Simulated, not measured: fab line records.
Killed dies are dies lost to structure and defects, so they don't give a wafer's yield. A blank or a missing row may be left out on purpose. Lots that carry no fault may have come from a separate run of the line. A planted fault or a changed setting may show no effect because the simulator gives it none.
fab line records    flow sky130
record lots=6  wafers=18  lastDay=50
route steps=708 shown LI_CONTACT@371 LOCAL_INTERCONNECT@387 PAD_OPEN@708
lots untouched by any fault: they come from a run of this same line in which no faults occurred
startH: start of the lot's first displayed wafer, in hours after the record's first day    waitH: hours from the lot's prior step to this one    " as in the row above    L1.1+2: several wafers, shown together as one row    - value missing, or start not given    * or withheld: withheld    < > ~ a bound
route shown NAME@n: names a module that has steps shown in the file, with the first one's number in the route    usual: mean and standard deviation over wafers with no fault    same: alike in all rows    chamber/n: place in a boat    sites: the reading at each site    _std_site: the standard deviation of these    _edge_site: mean of outer sites minus mean of inner sites    radiusMm: how far each site lies from the wafer's centre    mask NAME#n: copy n    behind: the last tool/chamber to shape the wafer    hold: reason for holding the lot/hours on hold/outcome of the hold    device: the n, p or np transistor that did not switch    end of line: the tests these same wafers got at the end of their route    for a step that has no rows: nothing shown but its recipe    killed: the dies lost at the first sort to structure and to defects; this is not the yield of the wafer    map: a wafer's dies, x killed, . not, _ none there
set.NAME: the setting the step ran with; set.NAME@STEP: the setting that earlier step ran with    model.NAME: the simulator's own value behind a step, which no gauge read
lots at selected steps of the route; one table per step, one row per wafer
services: a tool's chamber out of use, with start hour (startH, from the record's first day; less than 0 if before it), hours out, and reason
## steps
# step SKY_LI_CONTACT_EXPOSE_09
# recipe maskId=LICM1  na=0.8  sourceShape=annular  sigmaInner=0.55  sigmaOuter=0.85  targetCdNm=170  doseMj=38
# step SKY_LI_CONTACT_PEB_10
# recipe pebTempC=withheld  pebTimeS=withheld  resist=KrF-thick
# step SKY_LI_CONTACT_DEVELOP_11
# recipe developTimeS=60  resist=KrF-thick  devTempC=21
# step SKY_LI_CONTACT_CD_MEAS_12
# recipe targetCdNm=170
# usual cdNm=170.7/1.7
lot.wafer  tool      chamber  startH  waitH  cdNm
L620.3     cdSem-01  -        678.17  -      170.1
L620.5     "         -        "       "      171.0
L620.6     "         -        "       "      170.7
L622.3     cdSem-01  -        696.25  -      170.6
L622.4     "         -        "       "      170.8
L622.5     "         -        "       "      171.6
L635.3     cdSem-02  -        809.50  -      170.8
L635.4     "         -        "       "      171.2
L635.6     "         -        "       "      169.5
L636.1     cdSem-01  -        814.13  -      168.4
L636.3     "         -        "       "      168.9
L636.6     "         -        "       "      169.5
L637.2     cdSem-01  -        815.23  -      168.4
L637.3     "         -        "       "      168.6
L637.6     "         -        "       "      168.1
L640.2     cdSem-01  -        838.25  -      171.1
L640.3     "         -        "       "      170.1
L640.4     "         -        "       "      170.0
# step SKY_LI_CONTACT_OVL_MEAS_13
# usual LI_CONTACT_OVL=0/5.7
lot.wafer  tool        chamber  startH  waitH  LI_CONTACT_OVL[nm]
L620.3     overlay-02  -        678.26  0.1    0
L620.5     "           -        "       "      3
L620.6     "           -        "       "      1
L622.3     overlay-02  -        696.34  0.1    -5
L622.4     "           -        "       "      5
L622.5     "           -        "       "      -2
L635.3     overlay-01  -        809.59  0.1    2
L635.4     "           -        "       "      5
L635.6     "           -        "       "      3
L636.1     overlay-01  -        814.25  0.1    -5
L636.3     "           -        "       "      -7
L636.6     "           -        "       "      -2
L637.2     overlay-01  -        815.33  0.1    -9
L637.3     "           -        "       "      -6
L637.6     "           -        "       "      -13
L640.2     overlay-01  -        838.36  0.1    4
L640.3     "           -        "       "      0
L640.4     "           -        "       "      -4
# step SKY_LI_CONTACT_ETCH_14
# recipe chemistry=N2/H2  target=BARC  ionEnergyEv=200  sourceW=500  biasW=102.8  pressureMtorr=30  n2FlowSccm=100  h2FlowSccm=200  stopOn=SiO2  timeS=45.9  targetDepthA=600
# usual drypumpMotorCurrentA=5.8/0.56  oesProductAu=0.855/0.0044  throttleValvePct=13.224/0.0095
lot.wafer  tool        chamber  startH  waitH  drypumpMotorCurrentA  oesProductAu  rfHoursCounterH  throttleValvePct
L620.3     rieDiel-03  1        678.29  0.0    4.8                   0.852         2                13.219
L620.5     "           0        "       "      4.7                   0.864         -                13.221
L620.6     "           1        "       "      4.7                   0.856         -                13.243
L622.3     rieDiel-02  2        696.36  0.0    6.1                   0.855         11               13.227
L622.4     "           1        "       "      6.3                   0.864         8                13.231
L622.5     "           1        "       "      6.3                   0.856         -                13.236
L635.3     rieDiel-03  1        809.61  0.0    4.7                   0.849         6                13.223
L635.4     "           2        "       "      5.5                   0.853         10               13.239
L635.6     "           1        "       "      4.7                   0.852         -                13.234
L636.1     rieDiel-02  2        814.29  0.0    6.1                   0.853         14               13.232
L636.3     "           0        "       "      5.8                   0.860         6                13.213
L636.6     "           3        "       "      6.3                   0.852         -                13.209
L637.2     rieDiel-03  3        815.36  0.0    5.9                   0.853         28               13.223
L637.3     "           0        "       "      4.7                   0.847         16               13.226
L637.6     "           0        "       "      4.7                   0.857         -                13.231
L640.2     rieDiel-04  1        838.39  0.0    6.0                   0.852         1                13.236
L640.3     "           2        "       "      6.4                   0.859         15               13.218
L640.4     "           3        "       "      5.8                   0.863         18               13.216
# step SKY_LI_CONTACT_ETCH_15
# recipe target=PSG  chemistry=C4F8/O2/Ar  stopOn=Si  taperDeg=4.15  maskMaterial=KrF-thick  sourceW=1500  biasW=1200  pressureMtorr=40  c4f8FlowSccm=withheld  O2_flow_sccm=6  Ar_flow_sccm=300  timeS=withheld  targetDepthA=6000
# usual oesProductAu=0.837/0.0047
lot.wafer  tool        chamber  startH  waitH  oesProductAu
L620.3     rieDiel-03  1        678.33  0.0    0.837
L620.5     "           0        "       "      0.841
L620.6     "           1        "       "      0.838
L622.3     rieDiel-02  2        696.41  0.0    0.843
L622.4     "           1        "       "      0.836
L622.5     "           1        "       "      0.834
L635.3     rieDiel-03  1        809.66  0.0    0.835
L635.4     "           2        "       "      0.836
L635.6     "           1        "       "      0.832
L636.1     rieDiel-02  2        814.33  0.0    0.834
L636.3     "           0        "       "      0.829
L636.6     "           3        "       "      0.837
L637.2     rieDiel-03  3        815.41  0.0    0.827
L637.3     "           0        "       "      0.839
L637.6     "           0        "       "      0.841
L640.2     rieDiel-04  1        838.43  0.0    0.843
L640.3     "           2        "       "      0.833
L640.4     "           3        "       "      0.839
# step SKY_LI_CONTACT_STRIP_16
# recipe chemistry=O2/N2  powerW=1400  pressureMtorr=1500  platenTempC=withheld  o2FlowSccm=3000  n2FlowSccm=300  overashFraction=0.5
# usual drypumpMotorCurrentA=5.79/0.16  oesProductAu=0.380/0.0048  stripTimeToEndpointS=3.588/0.03
lot.wafer  tool            chamber  startH  waitH  drypumpMotorCurrentA  oesProductAu  rfHoursCounterH  stripTimeToEndpointS
L620.3     plasmaAsher-04  0        678.45  -      5.71                  0.384         -                3.627
L620.5     "               0        "       "      5.69                  0.379         -                3.606
L620.6     "               1        "       "      5.79                  0.382         -                3.630
L622.3     plasmaAsher-01  1        696.52  -      5.79                  0.375         -                3.508
L622.4     "               0        "       "      5.85                  0.384         -                3.572
L622.5     "               0        "       "      5.85                  0.381         -                3.563
L635.3     plasmaAsher-03  1        809.78  -      5.55                  0.377         -                3.587
L635.4     "               0        "       "      6.04                  0.382         -                3.565
L635.6     "               0        "       "      6.04                  0.379         -                3.624
L636.1     plasmaAsher-04  1        814.42  -      5.82                  0.377         38               3.509
L636.3     "               0        "       "      5.72                  0.379         -                3.615
L636.6     "               1        "       "      5.78                  0.371         -                3.610
L637.2     plasmaAsher-01  0        815.49  -      5.84                  0.377         7                3.568
L637.3     "               1        "       "      5.79                  0.380         -                3.628
L637.6     "               1        "       "      5.78                  0.381         -                3.576
L640.2     plasmaAsher-04  0        838.52  -      5.67                  0.384         40               3.600
L640.3     "               1        "       "      5.80                  0.382         -                3.596
L640.4     "               0        "       "      5.71                  0.375         -                3.630
# step SKY_LI_CONTACT_CLEAN_17
# recipe chemistry=NMP  timeS=600  tempC=60  dry=n2Spin
# step SKY_LI_CONTACT_PRE_CLEAN_18
# recipe gas=Ar  timeS=5.6  biasV=358
# step SKY_LI_CONTACT_SPUTTER_19
# recipe material=Ti  targetThkNm=20  chamberPressurePa=5  powerW=2500  substrateTempC=200  timeS=106.37
# step SKY_LI_CONTACT_SPUTTER_20
# recipe material=TiN  targetThkNm=20  chamberPressurePa=5  powerW=4000  timeS=80
# usual chamberPressurePa=5.001/0.0098  throttleValvePct=30.2/0.7
lot.wafer  tool           chamber  startH  waitH  chamberPressurePa  throttleValvePct
L620.3     pvdSputter-04  -        678.79  0.0    4.991              30.3
L620.5     "              -        "       "      5.003              29.7
L620.6     "              -        "       "      5.004              30.0
L622.3     pvdSputter-01  -        696.86  0.0    4.996              30.0
L622.4     "              -        "       "      4.995              30.5
L622.5     "              -        "       "      4.997              30.3
L635.3     pvdSputter-01  -        810.13  0.0    4.998              30.6
L635.4     "              -        "       "      4.997              30.0
L635.6     "              -        "       "      4.996              30.4
L636.1     pvdSputter-02  -        814.80  0.0    5.007              31.4
L636.3     "              -        "       "      4.991              28.7
L636.6     "              -        "       "      4.998              29.8
L637.2     pvdSputter-04  -        815.88  0.0    4.998              31.1
L637.3     "              -        "       "      5.000              30.0
L637.6     "              -        "       "      5.015              30.0
L640.2     pvdSputter-02  -        838.89  0.0    4.997              28.5
L640.3     "              -        "       "      5.008              31.1
L640.4     "              -        "       "      4.993              30.1
# step SKY_LI_CONTACT_CVD_21
# recipe material=W  targetThkNm=400  timeS=120.56  tempC=400  pressureTorr=40
# usual heaterPowerW=902/37
lot.wafer  tool     chamber  startH  waitH  heaterPowerW  model.W_of_LI_CONTACT_CVD_21.thkNm
L620.3     cvdW-01  1        678.89  0.1    899           400.4
L620.5     "        0        "       "      934           397.4
L620.6     "        1        "       "      878           397.7
L622.3     cvdW-02  0        696.96  0.1    863           405.9
L622.4     "        1        "       "      893           394.8
L622.5     "        0        "       "      859           406.2
L635.3     cvdW-02  1        810.23  0.1    897           462.1
L635.4     "        0        "       "      873           475.3
L635.6     "        0        "       "      876           479.7
L636.1     cvdW-01  0        814.86  0.0    958           396
L636.3     "        1        "       "      882           401.4
L636.6     "        1        "       "      885           399.5
L637.2     cvdW-02  0        815.94  0.0    843           476.3
L637.3     "        1        "       "      905           467.3
L637.6     "        1        "       "      908           467.1
L640.2     cvdW-01  0        838.95  0.0    966           394.3
L640.3     "        1        "       "      858           402.6
L640.4     "        0        "       "      950           391.2
# step SKY_LI_CONTACT_RS_MEAS_22
# recipe thkMeasGauge=four-point-probe  reads=W_of_LI_CONTACT_CVD_21+TiN_of_LI_CONTACT_SPUTTER_20+Ti_of_LI_CONTACT_SPUTTER_19
# usual LI_CONTACT_W_RS=0.285/0.0035
lot.wafer  tool          chamber  startH  waitH  LI_CONTACT_W_RS[ohm/sq]
L620.3     filmMetro-03  -        679.01  0.1    0.284
L620.5     "             -        "       "      0.286
L620.6     "             -        "       "      0.286
L622.3     filmMetro-04  -        697.09  0.1    0.280
L622.4     "             -        "       "      0.288
L622.5     "             -        "       "      0.279
L635.3     filmMetro-02  -        810.36  0.1    0.246
L635.4     "             -        "       "      0.239
L635.6     "             -        "       "      0.237
L636.1     filmMetro-03  -        814.99  0.1    0.287
L636.3     "             -        "       "      0.283
L636.6     "             -        "       "      0.285
L637.2     filmMetro-04  -        816.09  0.1    0.238
L637.3     "             -        "       "      0.243
L637.6     "             -        "       "      0.244
L640.2     filmMetro-02  -        839.09  0.1    0.288
L640.3     "             -        "       "      0.283
L640.4     "             -        "       "      0.291
# step SKY_LI_CONTACT_THK_MEAS_23
# recipe thkMeasGauge=xrf  reads=W_of_LI_CONTACT_CVD_21
# usual LI_CONTACT_W_THK=398/5.3
lot.wafer  tool          chamber  startH  waitH  LI_CONTACT_W_THK[nm]
L620.3     filmMetro-03  -        679.11  0.1    400
L620.5     "             -        "       "      399
L620.6     "             -        "       "      397
L622.3     filmMetro-04  -        697.19  0.1    404
L622.4     "             -        "       "      392
L622.5     "             -        "       "      402
L635.3     filmMetro-02  -        810.46  0.1    460
L635.4     "             -        "       "      472
L635.6     "             -        "       "      479
L636.1     filmMetro-03  -        815.11  0.1    395
L636.3     "             -        "       "      400
L636.6     "             -        "       "      396
L637.2     filmMetro-04  -        816.20  0.1    474
L637.3     "             -        "       "      463
L637.6     "             -        "       "      467
L640.2     filmMetro-02  -        839.20  0.1    395
L640.3     "             -        "       "      400
L640.4     "             -        "       "      391
# step SKY_LI_CONTACT_CMP_24
# recipe stopOn=PSG  tOverpolishS=20  downForcePsi=3.5  platenRpm=60  targetThkNm=0  padVelocityMS=0.94248
# usual motorCurrentA=10.5/0.84  retainingRingPressureFrac=1.000/0.0051  timeToEndpointS=97/3.9
lot.wafer  tool    chamber  startH  waitH  motorCurrentA  retainingRingPressureFrac  timeToEndpointS
L620.3     cmp-02  1        679.25  0.1    10.4           1.000                      97
L620.6     "       3        "       "      10.3           1.007                      93
L620.5     "       0        "       "      11.2           1.001                      93
L622.4     cmp-02  1        697.23  0.0    10.6           1.006                      92
L622.3     "       2        "       "      11.4           0.996                      97
L622.5     "       2        "       "      10.7           1.000                      93
L635.3     cmp-02  1        810.55  0.1    10.5           1.001                      112
L635.4     "       2        "       "      11.0           1.007                      115
L635.6     "       0        "       "      11.0           0.993                      110
L636.1     cmp-02  2        815.17  0.1    10.9           0.997                      101
L636.3     "       0        "       "      11.3           1.008                      99
L636.6     "       2        "       "      10.7           0.991                      100
L637.2     cmp-01  3        816.35  0.1    9.1            0.996                      126
L637.3     "       0        "       "      11.5           0.999                      123
L637.6     "       0        "       "      11.3           0.999                      120
L640.4     cmp-02  3        839.25  0.0    10.5           0.990                      92
L640.2     "       0        "       "      10.9           0.998                      94
L640.3     "       2        "       "      10.1           1.002                      94
# step SKY_LOCAL_INTERCONNECT_SPUTTER_00
# recipe material=TiN  targetThkNm=100  tempC=300  powerW=6500  timeS=83.3  chamberPressurePa=0.4
# usual chamberPressurePa=0.4001/0.0008  throttleValvePct=30.4/0.56
lot.wafer  tool           chamber  startH  waitH  chamberPressurePa  throttleValvePct
L620.3     pvdSputter-03  -        679.45  0.1    0.3991             29.7
L620.5     "              -        "       "      0.4007             30.8
L620.6     "              -        "       "      0.3997             29.7
L622.3     pvdSputter-04  -        697.53  0.2    0.4018             30.1
L622.4     "              -        "       "      0.3993             30.0
L622.5     "              -        "       "      0.3990             31.3
L635.3     pvdSputter-04  -        810.80  0.2    0.4007             29.7
L635.4     "              -        "       "      0.4004             29.7
L635.6     "              -        "       "      0.3996             31.3
L636.1     pvdSputter-01  -        815.47  0.2    0.4009             30.4
L636.3     "              -        "       "      0.4000             30.2
L636.6     "              -        "       "      0.4004             30.2
L637.2     pvdSputter-01  -        816.65  0.2    0.3995             30.3
L637.3     "              -        "       "      0.3990             30.5
L637.6     "              -        "       "      0.3998             30.4
L640.2     pvdSputter-04  -        839.55  0.2    0.3997             30.2
L640.3     "              -        "       "      0.4006             30.0
L640.4     "              -        "       "      0.3988             29.9
# step SKY_PAD_OPEN_PROBE_99
# usual killed_at_M0_to_M3=43/6.9  killed_at_M4_up=3.0/1.8  killedAtContacts=24/4.8  killedAtFrontEnd=15/4.5  killedAtOther=0.4/0.67  killedDies=86/9.2  killedOpen=46/6.9  killedShort=39/6
# same grossDies=492  killedAtBackSide=0
lot.wafer  tool       chamber  startH   waitH  killed_at_M0_to_M3  killed_at_M4_up  killedAtContacts  killedAtFrontEnd  killedAtOther  killedDies  killedOpen  killedShort
L620.3     prober-02  -        1075.65  0.2    35                  8                26                8                 0              77          43          34
L620.5     prober-02  -        1075.75  0.2    57                  0                27                11                0              95          50          45
L620.6     prober-02  -        1075.80  0.2    35                  1                27                14                0              77          39          38
L637.2     prober-02  -        1177.01  0.1    52                  4                24                13                0              93          48          45
L637.3     prober-02  -        1177.06  0.2    42                  3                30                17                0              92          58          34
L637.6     prober-02  -        1177.21  0.2    40                  0                20                20                0              80          48          30
# killed by level:class
L620.3 CONTACT:geometricParticle:open=11 VIA1:geometricParticle:open=10 LI_CONTACT:geometricParticle:open=5 CONTACT:geometricParticle:short=5 VIA2:geometricParticle:short=5 VIA2:geometricParticle:open=5 METAL4:geometricParticle:short=5 POLY_GATE:geometricParticle:short=4
L620.5 VIA1:geometricParticle:open=11 CONTACT:geometricParticle:open=11 METAL1:geometricParticle:short=11 VIA3:geometricParticle:open=10 LOCAL_INTERCONNECT:geometricParticle:short=7 METAL2:geometricParticle:short=7 LI_CONTACT:geometricParticle:open=4 VIA2:geometricParticle:open=4
L620.6 VIA1:geometricParticle:open=7 VIA3:geometricParticle:open=7 LI_CONTACT:geometricParticle:open=6 LI_CONTACT:geometricParticle:short=6 CONTACT:geometricParticle:short=6 CONTACT:geometricParticle:open=5 VIA1:geometricParticle:short=5 VIA2:geometricParticle:open=5
L637.2 CONTACT:geometricParticle:open=12 METAL1:geometricParticle:short=12 LI_CONTACT:geometricParticle:open=8 VIA1:geometricParticle:short=8 VIA1:geometricParticle:open=8 VIA2:geometricParticle:open=6 VIA3:geometricParticle:open=5 FIELD_ISO:geometricParticle:short=4
L637.3 VIA1:geometricParticle:open=13 LI_CONTACT:geometricParticle:open=12 CONTACT:geometricParticle:open=8 VIA3:geometricParticle:open=7 VIA2:geometricParticle:open=6 FIELD_ISO:geometricParticle:open=5 VIA1:geometricParticle:short=5 POLY_GATE:geometricParticle:short=5
L637.6 CONTACT:geometricParticle:open=9 VIA1:geometricParticle:open=9 LI_CONTACT:geometricParticle:open=7 FIELD_ISO:geometricParticle:short=6 VIA2:geometricParticle:open=6 FIELD_ISO:geometricParticle:open=6 VIA3:geometricParticle:open=5 METAL1:geometricParticle:short=4
## services
tool            chamber  startH  hours  kind
rieDiel-02      -        679.45  2.8    pm
rieDiel-02      2        683.76  1.4    repair
cmp-01          -        685.36  2.6    repair
cmp-01          -        694.43  1.0    repair
rieDiel-04      3        701.75  15.0   repair
plasmaAsher-01  -        716.09  1.6    repair
pvdSputter-04   -        732.88  4.7    repair
plasmaAsher-01  -        733.75  9.0    pm
rieDiel-03      -        740.46  4.0    repair
plasmaAsher-01  -        740.57  1.8    repair
rieDiel-04      2        741.33  10.3   repair
cmp-01          -        744.13  4.0    pm
cmp-02          -        774.40  2.1    repair
rieDiel-03      3        777.58  3.3    repair
pvdSputter-03   -        781.45  1.9    repair
rieDiel-04      -        786.63  2.8    pm
cmp-02          -        797.25  0.5    repair
plasmaAsher-03  -        799.71  1.4    repair
rieDiel-02      2        801.45  6.5    repair
rieDiel-02      3        803.90  3.2    repair
pvdSputter-03   -        808.71  5.2    repair
plasmaAsher-01  -        829.12  1.9    repair
pvdSputter-04   3        832.59  -      consumableReplace:kit
pvdSputter-04   3        832.59  18.0   scheduledDown
## key
firstSign step=SKY_LI_CONTACT_RS_MEAS_22  reading=LI_CONTACT_W_RS  direction=down  sigmas=12  usual=0.285  struck=0.241
effect step=SKY_LI_CONTACT_THK_MEAS_23  reading=LI_CONTACT_W_THK  direction=up  sigmas=13  usual=398  struck=469
effect step=SKY_LI_CONTACT_CMP_24  reading=timeToEndpointS  direction=up  sigmas=5.2  usual=*  struck=*
modelEffect step=SKY_LI_CONTACT_CVD_21  value=W_of_LI_CONTACT_CVD_21.thkNm  without=400.9  struck=471.3
metAt SKY_LI_CONTACT_CVD_21
struckWafers L635.3,L635.4,L635.6,L637.2,L637.3,L637.6
testerLeftOut L635,L637
onsetBetween 696.96 810.23
alsoFits SKY_LI_CONTACT_ETCH_14:rieDiel-03,SKY_LI_CONTACT_ETCH_15:rieDiel-03
fault kind=processParameterDrift  tool=cvdW-02  chamber=-  onsetH=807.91  steps=SKY_LI_CONTACT_CVD_21  channel=targetThkNm  offset=70.201  shape=step  endH=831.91  actsIn=theseRecipesOnly  stated=400
# testerLeftOut: of these lots the tester's yield and bins aren't shown, on N5 and GAA mostly nor the transistor test; their killed dies are dies lost to structure and defects alone, not to doping, threshold or leakage, so they don't give the yield
